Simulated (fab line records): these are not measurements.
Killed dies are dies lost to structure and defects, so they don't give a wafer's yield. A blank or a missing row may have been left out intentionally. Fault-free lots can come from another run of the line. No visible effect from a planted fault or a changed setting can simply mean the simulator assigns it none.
A struck lot beside a sound one + flow sky130 + 17 steps out of a route of 708
Sound: these wafers, L419.2, L419.3, L419.5. Wafers L407.2, L407.5, L407.6 were the ones struck. At the end, the cause is stated.
Order at every step that has rows: each side's tool, ch and its chambers, its first start. Under that, the readings that differ: sound wafers + struck wafers + difference of the means + sigmas: that difference in standard deviations of wafers without a fault.
alike: readings whose means differ by less than 2 such deviations, and words and numbers that are the same on both sides. not compared: withheld readings, readings that some wafer has no value for, bounds like >300 that may hide the same value, and numbers for which the record gives no deviation and whose values overlap.
Wherever a step has rows on one side only, a row that says differs or no value, or a row with sigmas, the two part there. Numbers that have no deviation but don't overlap get no sigmas and don't part them. A reading that every wafer of one side lacks parts them only if that side has two wafers or more.

first, 2 steps without rows for these wafers: SKY_NWELL_IMPLANT_12; SKY_NWELL_IMPLANT_13.
SKY_NWELL_STRIP_14: strips in O2/N2.
  sound on plasma-asher-04 ch 0,1, day 8 07:59; struck on plasma-asher-01 ch 0,1, day 5 07:40
| reading                      | sound             | struck            | difference | sigmas |
|------------------------------|-------------------|-------------------|------------|--------|
| strip-time-to-endpoint-s (s) | 37.24 37.16 37.20 | 36.71 36.70 36.80 | -0.46      | -4     |
  alike: drypump-motor-current-A, oes-product-au
  not compared: rf-hours-counter-h
SKY_NWELL_TW_MEAS_15:
  struck on film-metro-03, day 5 07:46; sound on film-metro-04, day 8 08:05
  alike: NWELL_TW
then, 7 steps without rows for these wafers: SKY_NWELL_DEHYDRATE_16 (time 60 s); SKY_NWELL_HMDS_17 (prime time 60 s); SKY_NWELL_COAT_18 (resist thk 3000 nm); SKY_NWELL_SOFTBAKE_19; SKY_NWELL_EXPOSE_20 (exposes mask NWM COMPLEMENT, target cd 840 nm); SKY_NWELL_PEB_21; SKY_NWELL_DEVELOP_22 (develop time 60 s).
SKY_NWELL_OVL_MEAS_23:
  struck on overlay-02, day 6 01:53; sound on overlay-02, day 9 04:14
  alike: NWELL_01_OVL
SKY_NWELL_IMPLANT_24:
  sound on implanter-01 ch 0, day 9 04:17; struck on implanter-01 ch 0, day 6 01:56
| reading            | sound                       | struck                          | difference | sigmas      |
|--------------------|-----------------------------|---------------------------------|------------|-------------|
| dose-ions-cm2      | 9.197e+12 9.208e+12 9.2e+12 | 1.748e+13 1.7467e+13 1.7467e+13 | +8.270e+12 | +99 or more |
| faraday-current-uA | 51.9 52.5 52.0              | 99.1 97.3 102.6                 | +47.5      | +48         |
SKY_NWELL_STRIP_25: strips in O2/N2.
  sound on plasma-asher-04 ch 0,1, day 9 04:25; struck on plasma-asher-03 ch 0,1, day 6 02:04
  alike: drypump-motor-current-A, oes-product-au, strip-time-to-endpoint-s
  not compared: rf-hours-counter-h
SKY_NWELL_TW_MEAS_26:
  struck on film-metro-02, day 6 02:10; sound on film-metro-02, day 9 04:31
| reading    | sound       | struck      | difference | sigmas |
|------------|-------------|-------------|------------|--------|
| NWELL_2_TW | 493 492 494 | 601 599 601 | +107       | +18    |
then, 1 step without rows for these wafers: SKY_NWELL_CLEAN_27 (cleans in SC1/SC2, time 150 s).
-- the record jumps here: 41 days lie between the struck wafers' starts before and after (it left off in module NWELL and takes up again in module PAD_OPEN, whose first step shown is number 708 of the route) --
SKY_PAD_OPEN_PROBE_99:
  struck on prober-02, day 46 18:50; sound on prober-01, day 49 16:26
| reading                                    | sound                         | struck                       | difference | sigmas |
|--------------------------------------------|-------------------------------|------------------------------|------------|--------|
| model.etest.pfet_16v.r-on-ohm-um           | 1.524e+04 1.587e+04 1.538e+04 | 1.156e+04 1.166e+04 1.17e+04 | -3.857e+03 |        |
| model.etest.res-iso-pwell.rs-ohm-sq        | 3224 3488 3261                | 1894 1810 1900               | -1456      |        |
| model.etest.res-pwell-under-gate.rs-ohm-sq | 2288 2288 2283                | 1493 1502 1504               | -787       |        |
| model.etest.nfet_16v.r-on-ohm-um           | 1.4e+04 1.4e+04 1.399e+04     | 1.447e+04 1.46e+04 1.449e+04 | +5.233e+02 |        |
| model.etest.res-iso-pwell.line-ohm-um      | 1228 1309 1216                | 706.4 673.5 696.6            | -558.8     |        |
| model.etest.tip_n_5v.rs-ohm-sq             | 1394 1396 1396                | 1485 1471 1477               | +82        |        |
| model.etest.res-deep-nwell.rs-ohm-sq       | 2210 2207 2211                | 2268 2246 2254               | +47        |        |
| model.etest.res-nwell.width-nm (nm)        | 846.3 848.6 846.6             | 794.4 786 787                | -58.0      |        |
  alike: killed_at_M0_to_M3, killed_at_M4_up, killed-at-contacts, killed-at-front-end, killed-at-other, killed-dies, killed-open, killed-short

## WHERE THEY PART
Last at SKY_NWELL_TW_MEAS_26 as far as this record goes, first at SKY_NWELL_STRIP_14. Later steps at which nothing parts them and some readings are alike: SKY_PAD_OPEN_PROBE_99.

WHY: what the simulator had put in
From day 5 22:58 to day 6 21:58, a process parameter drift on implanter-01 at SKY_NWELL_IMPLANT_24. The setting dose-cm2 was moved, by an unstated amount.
